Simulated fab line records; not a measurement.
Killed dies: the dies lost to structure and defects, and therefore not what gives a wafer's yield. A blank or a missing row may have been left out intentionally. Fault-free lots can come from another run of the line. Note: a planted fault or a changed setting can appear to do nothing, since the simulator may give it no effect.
fab line records -- flow sky130 -- part 2 of 2: steps 28 to 36 of 36
record: lots: 5, wafers: 15, lastDay: 49
route steps=708 shown GATE_OXIDE@195 POLY_GATE@204 RES_PROTECT@206
lots untouched by any fault: they come from a run of this same line in which no faults occurred
startH: hours from the record's first day to the start of the lot's first wafer shown -- waitH: hours since the lot's step before -- " the same as in the row above -- L1.1+2: a row that stands for several wafers -- - no value, or no start was given -- * or withheld: withheld -- < > ~ a bound
route shown NAME@n: NAME is a module with steps in the file, n the number in the route of the first one -- usual: the fault-free wafers' mean and standard deviation -- same: alike in all rows -- chamber/n: place in a boat -- sites: readings site by site -- _std_site: their standard deviation -- _edge_site: the outer-site mean with the inner-site mean subtracted -- radiusMm: how far each site lies from the wafer's centre -- mask NAME#n: copy n -- behind: the tool/chamber that last shaped the wafer -- hold: what put the lot on hold/how long, in hours/how the hold closed -- device: the n, p or np transistor that did not switch -- end of line: tests run on the same wafers once the route is complete -- for a step that has no rows: nothing shown but its recipe -- killed: at the first sort, the dies lost to defects and structure; wafer yield is something else -- map: per-die view of a wafer (x killed, . not killed, _ where there is no die)
set.NAME: the setting as run; set.NAME@STEP: as run at that earlier step -- model.NAME: the simulator's own value behind a step, which no gauge read
lots at selected steps of the route; one table per step, one row per wafer
services: a tool's chamber out of use, with start hour (startH, from the record's first day; less than 0 if before it), hours out, and reason
== steps ==
step: SKY_POLY_GATE_COAT_08
recipe: resist: KrF-thick, spinRpm: 3000, resistThkNm: 450
usual: exhaustPa: 45.1/0.96
lot.wafer,tool,chamber,startH,waitH,exhaustPa
L077.2,lithoTrack-04,0,-,-,44.8
L077.4,lithoTrack-04,0,-,-,44.1
L077.5,lithoTrack-04,0,-,-,44.9
L080.1,lithoTrack-03,0,-,-,43.9
L080.2,lithoTrack-03,0,-,-,43.4
L080.3,lithoTrack-03,0,-,-,43.7
L082.1,lithoTrack-04,0,-,-,44.5
L082.2,lithoTrack-04,0,-,-,46.5
L082.3,lithoTrack-04,0,-,-,44.3
L083.3,lithoTrack-01,0,-,-,44.6
L083.4,lithoTrack-01,0,-,-,44.4
L083.6,lithoTrack-01,0,-,-,43.9
L087.1,lithoTrack-04,0,-,-,45.2
L087.4,lithoTrack-04,0,-,-,46.1
L087.5,lithoTrack-04,0,-,-,45.1
step: SKY_POLY_GATE_SOFTBAKE_09
recipe: tempC: 100, timeS: 90, resist: KrF-thick
usual: exhaustPa: 45.3/0.88
lot.wafer,tool,chamber,startH,waitH,exhaustPa
L077.2,lithoTrack-04,0,-,-,45.4
L077.4,lithoTrack-04,0,-,-,44.4
L077.5,lithoTrack-04,0,-,-,45.0
L080.1,lithoTrack-03,0,-,-,46.0
L080.2,lithoTrack-03,0,-,-,45.9
L080.3,lithoTrack-03,0,-,-,45.7
L082.1,lithoTrack-04,0,-,-,45.8
L082.2,lithoTrack-04,0,-,-,46.4
L082.3,lithoTrack-04,0,-,-,45.7
L083.3,lithoTrack-01,0,-,-,44.5
L083.4,lithoTrack-01,0,-,-,43.2
L083.6,lithoTrack-01,0,-,-,46.3
L087.1,lithoTrack-04,0,-,-,45.5
L087.4,lithoTrack-04,0,-,-,44.3
L087.5,lithoTrack-04,0,-,-,45.3
step: SKY_POLY_GATE_EXPOSE_10
recipe: maskId: P1M, na: 0.68, sourceShape: conventional, sigmaOuter: 0.6, targetCdNm: 150, doseMj: 28
lot.wafer,tool,chamber,startH,waitH,mask
L077.2+4+5,krfScanner-02,0,-,-,P1M#0
L080.1+2+3,krfScanner-01,0,-,-,P1M#0
L082.1+2+3,krfScanner-02,0,-,-,P1M#0
L083.3+4+6,krfScanner-01,0,-,-,P1M#0
L087.1+4+5,krfScanner-01,0,-,-,P1M#0
step: SKY_POLY_GATE_PEB_11
recipe: pebTempC: withheld, pebTimeS: withheld, resist: KrF-thick
usual: exhaustPa: 44.8/0.91
lot.wafer,tool,chamber,startH,waitH,exhaustPa
L077.2,lithoTrack-01,0,-,-,43.9
L077.4,lithoTrack-01,0,-,-,45.3
L077.5,lithoTrack-01,0,-,-,44.0
L080.1,lithoTrack-03,0,-,-,44.7
L080.2,lithoTrack-03,0,-,-,44.0
L080.3,lithoTrack-03,0,-,-,45.2
L082.1,lithoTrack-04,0,-,-,44.6
L082.2,lithoTrack-04,0,-,-,43.8
L082.3,lithoTrack-04,0,-,-,43.4
L083.3,lithoTrack-04,0,-,-,44.2
L083.4,lithoTrack-04,0,-,-,44.7
L083.6,lithoTrack-04,0,-,-,44.4
L087.1,lithoTrack-04,0,-,-,45.8
L087.4,lithoTrack-04,0,-,-,45.9
L087.5,lithoTrack-04,0,-,-,45.3
step: SKY_POLY_GATE_DEVELOP_12
recipe: developTimeS: 60, resist: KrF-thick, devTempC: 22.08
usual: exhaustPa: 44.9/0.93
same: developTimeS: 60
lot.wafer,tool,chamber,startH,waitH,exhaustPa
L077.2,lithoTrack-01,0,-,-,44.1
L077.4,lithoTrack-01,0,-,-,44.9
L077.5,lithoTrack-01,0,-,-,45.9
L080.1,lithoTrack-03,0,-,-,45.2
L080.2,lithoTrack-03,0,-,-,45.5
L080.3,lithoTrack-03,0,-,-,45.1
L082.1,lithoTrack-04,0,-,-,44.8
L082.2,lithoTrack-04,0,-,-,46.6
L082.3,lithoTrack-04,0,-,-,43.7
L083.3,lithoTrack-04,0,-,-,46.1
L083.4,lithoTrack-04,0,-,-,45.3
L083.6,lithoTrack-04,0,-,-,45.9
L087.1,lithoTrack-04,0,-,-,45.9
L087.4,lithoTrack-04,0,-,-,45.9
L087.5,lithoTrack-04,0,-,-,45.1
step: SKY_POLY_GATE_CD_MEAS_13
recipe: targetCdNm: 150
usual: cdNm: 149.6/1.4
lot.wafer,tool,chamber,startH,waitH,cdNm
L077.2,cdSem-02,-,419.18,-,150.0
L077.4,cdSem-02,-,419.18,-,152.0
L077.5,cdSem-02,-,419.18,-,150.3
L080.1,cdSem-02,-,444.18,-,146.9
L080.2,cdSem-02,-,444.18,-,147.2
L080.3,cdSem-02,-,444.18,-,148.4
L082.1,cdSem-02,-,465.89,-,150.1
L082.2,cdSem-02,-,465.89,-,150.1
L082.3,cdSem-02,-,465.89,-,147.7
L083.3,cdSem-01,-,473.03,-,149.0
L083.4,cdSem-01,-,473.03,-,148.1
L083.6,cdSem-01,-,473.03,-,148.5
L087.1,cdSem-01,-,503.49,-,151.1
L087.4,cdSem-01,-,503.49,-,148.8
L087.5,cdSem-01,-,503.49,-,148.8
step: SKY_POLY_GATE_OVL_MEAS_14
usual: POLY_GATE_OVL: -1/5
lot.wafer,tool,chamber,startH,waitH,POLY_GATE_OVL[nm]
L077.2,overlay-02,-,419.28,0.1,-7
L077.4,overlay-02,-,419.28,0.1,-5
L077.5,overlay-02,-,419.28,0.1,-1
L080.1,overlay-02,-,444.30,0.1,-3
L080.2,overlay-02,-,444.30,0.1,-4
L080.3,overlay-02,-,444.30,0.1,-6
L082.1,overlay-02,-,466.01,0.1,-12
L082.2,overlay-02,-,466.01,0.1,-9
L082.3,overlay-02,-,466.01,0.1,-3
L083.3,overlay-02,-,473.12,0.1,1
L083.4,overlay-02,-,473.12,0.1,-1
L083.6,overlay-02,-,473.12,0.1,2
L087.1,overlay-01,-,503.61,0.1,-3
L087.4,overlay-01,-,503.61,0.1,0
L087.5,overlay-01,-,503.61,0.1,2
step: SKY_POLY_GATE_ETCH_15
recipe: chemistry: N2/H2, target: BARC, ionEnergyEv: 200, sourceW: 500, biasW: 100, pressureMtorr: 30, n2FlowSccm: 100, h2FlowSccm: 200, stopOn: SiO2, timeS: 118.5, targetDepthA: 1100
usual: drypumpMotorCurrentA: 5.6/0.57, oesProductAu: 0.716/0.0041, throttleValvePct: 13.214/0.0076
lot.wafer,tool,chamber,startH,waitH,drypumpMotorCurrentA,oesProductAu,rfHoursCounterH,throttleValvePct
L077.2,rieDiel-01,3,419.31,0.0,5.4,0.719,11,13.223
L077.4,rieDiel-01,0,419.31,0.0,6.5,0.721,65,13.199
L077.5,rieDiel-01,0,419.31,0.0,6.5,0.729,-,13.216
L080.1,rieDiel-01,1,444.34,0.0,5.2,0.716,4,13.221
L080.2,rieDiel-01,0,444.34,0.0,6.5,0.715,66,13.209
L080.3,rieDiel-01,2,444.34,0.0,5.2,0.721,17,13.218
L082.1,rieDiel-04,2,466.04,0.0,6.4,0.720,6,13.200
L082.2,rieDiel-04,3,466.04,0.0,5.8,0.721,9,13.214
L082.3,rieDiel-04,1,466.04,0.0,6.1,0.710,33,13.218
L083.3,rieDiel-03,0,473.14,0.0,4.7,0.716,8,13.197
L083.4,rieDiel-03,2,473.14,0.0,5.5,0.708,2,13.201
L083.6,rieDiel-03,1,473.14,0.0,4.7,0.719,-,13.218
L087.1,rieDiel-01,2,503.64,0.0,5.2,0.720,18,13.222
L087.4,rieDiel-01,3,503.64,0.0,5.5,0.721,13,13.214
L087.5,rieDiel-01,3,503.64,0.0,5.4,0.713,-,13.224
step: SKY_POLY_GATE_ETCH_16
recipe: stopOn: poly-Si, chemistry: CH3F/O2, target: Si3N4, sourceW: 400, biasW: 80, pressureMtorr: 25, ch3fFlowSccm: 40, O2_flow_sccm: 30, timeS: 147.5, targetDepthA: 750
usual: drypumpMotorCurrentA: 5.6/0.57, oesProductAu: 0.641/0.0056, throttleValvePct: 10.534/0.0087
lot.wafer,tool,chamber,startH,waitH,drypumpMotorCurrentA,oesProductAu,rfHoursCounterH,throttleValvePct
L077.2,rieDiel-01,3,419.40,0.0,5.4,0.635,11,10.537
L077.4,rieDiel-01,0,419.40,0.0,6.5,0.641,65,10.547
L077.5,rieDiel-01,0,419.40,0.0,6.5,0.633,-,10.546
L080.1,rieDiel-01,2,444.42,0.0,5.1,0.646,17,10.522
L080.2,rieDiel-01,3,444.42,0.0,5.4,0.642,12,10.521
L080.3,rieDiel-01,0,444.42,0.0,6.4,0.642,66,10.531
L082.1,rieDiel-04,2,466.13,0.0,6.4,0.641,6,10.538
L082.2,rieDiel-04,3,466.13,0.0,5.8,0.650,9,10.538
L082.3,rieDiel-04,1,466.13,0.0,6.1,0.638,33,10.543
L083.3,rieDiel-03,0,473.23,0.0,4.7,0.636,8,10.542
L083.4,rieDiel-03,2,473.23,0.0,5.5,0.647,2,10.546
L083.6,rieDiel-03,1,473.23,0.0,4.7,0.649,-,10.538
L087.1,rieDiel-01,2,503.73,0.0,5.1,0.647,18,10.551
L087.4,rieDiel-01,3,503.73,0.0,5.4,0.646,13,10.533
L087.5,rieDiel-01,3,503.73,0.0,5.4,0.640,-,10.538
== services ==
tool,chamber,startH,hours,kind
implanter-03,-,335.56,3.5,pm
krfScanner-01,-,336.88,0.8,pm
krfScanner-02,-,337.63,0.8,pm
krfScanner-01,-,347.02,0.2,repair
implanter-03,-,355.11,3.2,repair
rieDiel-01,3,361.58,35.2,repair
rieDiel-01,-,365.12,0.8,repair
krfScanner-01,-,368.28,1.3,pm
krfScanner-01,-,369.58,1.0,pm
rieDiel-03,1,371.46,12.1,repair
implanter-03,-,381.92,3.5,repair
ilineStepper-01,-,394.73,1.7,pm
krfScanner-01,-,403.39,0.7,repair
krfScanner-02,-,404.25,2.8,repair
furnace-02,-,407.83,10.7,pm
krfScanner-01,-,411.49,4.4,pm
krfScanner-01,-,419.16,1.0,repair
plasmaAsher-04,-,421.25,9.0,pm
implanter-03,-,427.09,1.6,repair
wetBench-03,-,428.80,1.3,repair
furnace-02,-,440.14,4.0,pm
lpcvd-02,-,457.17,2.5,repair
ilineStepper-01,-,458.39,1.0,repair
plasmaAsher-04,-,486.86,2.8,pm
